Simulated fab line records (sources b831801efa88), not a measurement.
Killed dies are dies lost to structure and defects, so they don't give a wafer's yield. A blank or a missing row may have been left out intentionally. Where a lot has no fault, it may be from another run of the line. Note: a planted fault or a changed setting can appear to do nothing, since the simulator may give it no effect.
Which of the tools did it?	flow sky130	Sampling: 9 lots, 27 wafers, 5 of 708 route steps

## WHAT THE GAUGES READ, wafer by wafer
SKY_METAL2_RS_MEAS_05: measurement is done with a four-point probe.
lot	measured	on	METAL2_ALCU_RS (ohm/sq)
L385	day 34 08:50	film_metro-02	0.1271 0.1274 0.1266
L387	day 35 07:10	film_metro-04	0.1275 0.1284 0.1257
L391	day 36 13:29	film_metro-01	0.1281 0.1269 0.1266
L394	day 37 15:07	film_metro-02	0.1262 0.0914 0.0919
L395	day 38 00:34	film_metro-04	0.1251 0.1278 0.1249
L397	day 38 19:17	film_metro-01	0.1254 0.0907 0.1271
L399	day 39 15:31	film_metro-02	0.1247 0.1254 0.1271
L405	day 40 16:09	film_metro-02	0.1271 0.1280 0.1253
L406	day 40 22:41	film_metro-04	0.1265 0.1250 0.1254

SKY_METAL2_THK_MEAS_06: measures by xrf.
lot	measured	on	METAL2_ALCU_THK (nm)
L385	day 34 08:58	film_metro-02	242.8 245.1 244.7
L387	day 35 07:17	film_metro-04	245.3 244.6 248.4
L391	day 36 13:35	film_metro-01	245.8 245.6 247.5
L394	day 37 15:14	film_metro-02	244.4 335.9 334.8
L395	day 38 00:40	film_metro-04	247.8 245.9 248.4
L397	day 38 19:23	film_metro-01	251.4 341.6 246.0
L399	day 39 15:37	film_metro-02	248.2 249.2 243.0
L405	day 40 16:16	film_metro-02	243.5 240.5 246.6
L406	day 40 22:48	film_metro-04	245.9 249.6 247.8

SKY_METAL2_OVL_MEAS_16.
lot	measured	on	METAL2_OVL (nm)
L385	day 35 11:08	overlay-01	-2 -8 -3
L387	day 36 09:44	overlay-02	-4 3 -3
L391	day 37 15:58	overlay-02	-4 1 -8
L394	day 38 17:23	overlay-01	-1 0 -1
L395	day 39 02:17	overlay-02	7 2 0
L397	day 39 20:58	overlay-02	6 4 1
L399	day 40 16:32	overlay-01	8 2 1
L405	day 41 16:26	overlay-01	-4 -2 3
L406	day 41 22:45	overlay-02	7 8 7

## WHAT TOOL EACH LOT RAN ON (gives the tool, then ch and the chambers of the sampled wafers, and finally the start)
lot	SKY_VIA1_ETCH_14	SKY_METAL2_SPUTTER_02
L385	rie_diel-02 ch 1,2,3, day 34 07:23	pvd_sputter-02, day 34 08:45
L387	rie_diel-02 ch 0,2,3, day 35 05:41	pvd_sputter-02, day 35 07:04
L391	rie_diel-02 ch 0,1, day 36 11:59	pvd_sputter-02, day 36 13:20
L394	rie_diel-01 ch 0,3, day 37 12:35	pvd_sputter-02, day 37 15:01
L395	rie_diel-02 ch 0,2,3, day 37 23:05	pvd_sputter-01, day 38 00:27
L397	rie_diel-02 ch 0,1,2, day 38 17:47	pvd_sputter-02, day 38 19:08
L399	rie_diel-02 ch 1,2,3, day 39 14:02	pvd_sputter-01, day 39 15:24
L405	rie_diel-01 ch 2,3, day 40 14:41	pvd_sputter-03, day 40 16:02
L406	rie_diel-01 ch 1,2,3, day 40 21:14	pvd_sputter-01, day 40 22:35
- SKY_VIA1_ETCH_14: etches BARC in N2/H2, stops on SiO2, time 45.9 s, target depth 60 nm.
- SKY_METAL2_SPUTTER_02: material AlCu, target thk 250 nm, time 13.3 s.

## AS READ BY THE TOOLS THEMSELVES (means over the sampled wafers that have a number; for cases with no such wafer, the mark the record gives instead)
SKY_VIA1_ETCH_14.
lot	tool	chamber_pressure_mTorr (mTorr)	drypump_motor_current_A (A)	oes_product_au (a.u.)	throttle_valve_pct (%)
L385	rie_diel-02	29.990	5.8	0.851	13.225
L387	rie_diel-02	30.013	5.6	0.856	13.225
L391	rie_diel-02	29.988	5.7	0.856	13.230
L394	rie_diel-01	29.987	6.3	0.855	13.229
L395	rie_diel-02	30.000	5.6	0.857	13.231
L397	rie_diel-02	30.025	5.9	0.855	13.227
L399	rie_diel-02	30.008	5.8	0.849	13.233
L405	rie_diel-01	30.017	6.2	0.856	13.226
L406	rie_diel-01	30.008	6.0	0.856	13.224

SKY_METAL2_SPUTTER_02.
lot	tool	throttle_valve_pct (%)
L385	pvd_sputter-02	30.6
L387	pvd_sputter-02	30.7
L391	pvd_sputter-02	30.9
L394	pvd_sputter-02	31.2
L395	pvd_sputter-01	30.3
L397	pvd_sputter-02	30.6
L399	pvd_sputter-01	30.8
L405	pvd_sputter-03	29.8
L406	pvd_sputter-01	29.6

## THE ANSWER, worked out from the rows above alone
Rule: what is usual is taken from the lots themselves. Put in order of their means at a reading, lots are off if they are a third of the lots or fewer, leave a main group of 4 or more, and stand apart from it by a gap of 3 or more times the standard deviation of the main group's means; of several such gaps the widest counts. A main group whose means are all the same, to the digits that the tables above print for the reading, isn't used. Also off: a lot with no number at a reading for which 4 or more lots have one. Where the step has rows for the other lots, those lots are counted as sound. After the gauges, taken in route order, come the tools' own readings; for these a lot's mean is taken, as printed above. The first step at which some lot is off is used, and at that step the reading that is off furthest; a lot without a number counts as furthest.
Off: L394, L397, seen at SKY_METAL2_RS_MEAS_05 (METAL2_ALCU_RS). Main group: mean 0.1265 ohm/sq, sd 0.00066.
If a tool, at a process step before that reading, ran all the lots that are off and no sound lot after the first of them, it fits. Gauges at SKY_METAL2_RS_MEAS_05: tried the same way as those tools. One candidate fits, namely pvd_sputter-02 at SKY_METAL2_SPUTTER_02. Its last sound lot is L391 (day 36 13:20), its first lot that is off L394 (day 37 15:01): a fault that began between those two fits.

## WHAT WAS PUT IN BY THE SIMULATOR
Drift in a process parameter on pvd_sputter-02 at SKY_METAL2_SPUTTER_02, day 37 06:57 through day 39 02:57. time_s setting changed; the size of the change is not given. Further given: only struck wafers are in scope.
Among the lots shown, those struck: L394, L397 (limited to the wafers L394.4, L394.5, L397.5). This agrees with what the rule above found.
